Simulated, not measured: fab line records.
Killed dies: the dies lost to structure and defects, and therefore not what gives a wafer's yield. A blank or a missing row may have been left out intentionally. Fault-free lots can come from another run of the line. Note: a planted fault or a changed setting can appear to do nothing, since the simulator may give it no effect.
Comparing a struck lot with a sound one | flow sky130 | 16 steps out of a route of 708
Sound: the wafers L280.1, L280.2, L280.6. Struck: wafers L296.2, L296.4. (L296.3 of the same lot was not struck and is left out.) The cause comes at the end.
For every step that has rows: the tool of each side, followed by ch and its chambers, followed by its first start. Under that, the readings that differ: sound wafers | struck wafers | difference of the means | sigmas: that difference in standard deviations of wafers without a fault.
alike: words and numbers the same on both sides, and readings whose means are apart by under 2 such deviations; not compared: readings that were withheld, readings missing a value for some wafer, numbers with overlapping values and no deviation given by the record, and bounds like >300 which may hide the same value.
Wherever a step has rows on one side only, a row that says differs or no value, or a row with sigmas, the two part there. When numbers do not overlap yet have no deviation, they are printed without sigmas and do not part them. Lack of a reading on every wafer of one side parts them only where that side has two or more wafers.

first, 2 steps without rows for these wafers: SKY_VT_ADJUST_PCH_PEB_05; SKY_VT_ADJUST_PCH_DEVELOP_06 (develop time 60 s).
SKY_VT_ADJUST_PCH_OVL_MEAS_07:
  struck on overlay-02, day 16 00:15; sound on overlay-02, day 11 08:24
  alike: VT_ADJUST_PCH_OVL
next, for these wafers, 1 step has no rows: SKY_VT_ADJUST_PCH_IMPLANT_08.
SKY_VT_ADJUST_PCH_STRIP_09: strips in O2/N2.
  sound on plasmaAsher-01 ch 0,1, day 11 08:35; struck on plasmaAsher-02 ch 1, day 16 00:26
reading                  | sound             | struck      | difference | sigmas
stripTimeToEndpointS (s) | 36.67 36.68 36.68 | 36.92 36.99 | +0.28      | +3
  alike: drypumpMotorCurrentA, oesProductAu
  not compared: rfHoursCounterH
SKY_VT_ADJUST_PCH_TW_MEAS_10:
  struck on filmMetro-03, day 16 00:32; sound on filmMetro-01, day 11 08:43
  alike: VT_ADJUST_PCH_TW
then, 6 steps without rows for these wafers: SKY_SONOS_TUNNEL_DEHYDRATE_00 (time 60 s); SKY_SONOS_TUNNEL_HMDS_01 (prime time 60 s); SKY_SONOS_TUNNEL_COAT_02 (resist thk 1140 nm); SKY_SONOS_TUNNEL_SOFTBAKE_03 (time 60 s); SKY_SONOS_TUNNEL_EXPOSE_04 (exposes mask TUNM, target cd 410 nm); SKY_SONOS_TUNNEL_PEB_05.
SKY_SONOS_TUNNEL_DEVELOP_06: develop time 60 s.
  sound on lithoTrack-02 ch 0, day 12 08:05; struck on lithoTrack-04 ch 0, day 17 04:08
  alike: developerTempC, resistLineTempC
SKY_SONOS_TUNNEL_CD_MEAS_07 targets a cd of 410 nm.
  struck on cdSem-01, day 17 04:17; sound on cdSem-01, day 12 08:14
reading   | sound             | struck      | difference | sigmas
cdNm (nm) | 408.2 408.4 410.6 | 396.4 395.4 | -13.2      | -5
SKY_SONOS_TUNNEL_OVL_MEAS_08:
  struck on overlay-01, day 17 04:23; sound on overlay-02, day 12 08:22
  alike: SONOS_TUNNEL_OVL
SKY_PAD_OPEN_PROBE_99:
  the record has rows for the sound wafers here (prober-02, day 46 16:31) and none for the struck ones

## WHERE THEY PART
Last at SKY_PAD_OPEN_PROBE_99 as far as this record goes, first at SKY_VT_ADJUST_PCH_STRIP_09.

WHY: what the simulator had put in
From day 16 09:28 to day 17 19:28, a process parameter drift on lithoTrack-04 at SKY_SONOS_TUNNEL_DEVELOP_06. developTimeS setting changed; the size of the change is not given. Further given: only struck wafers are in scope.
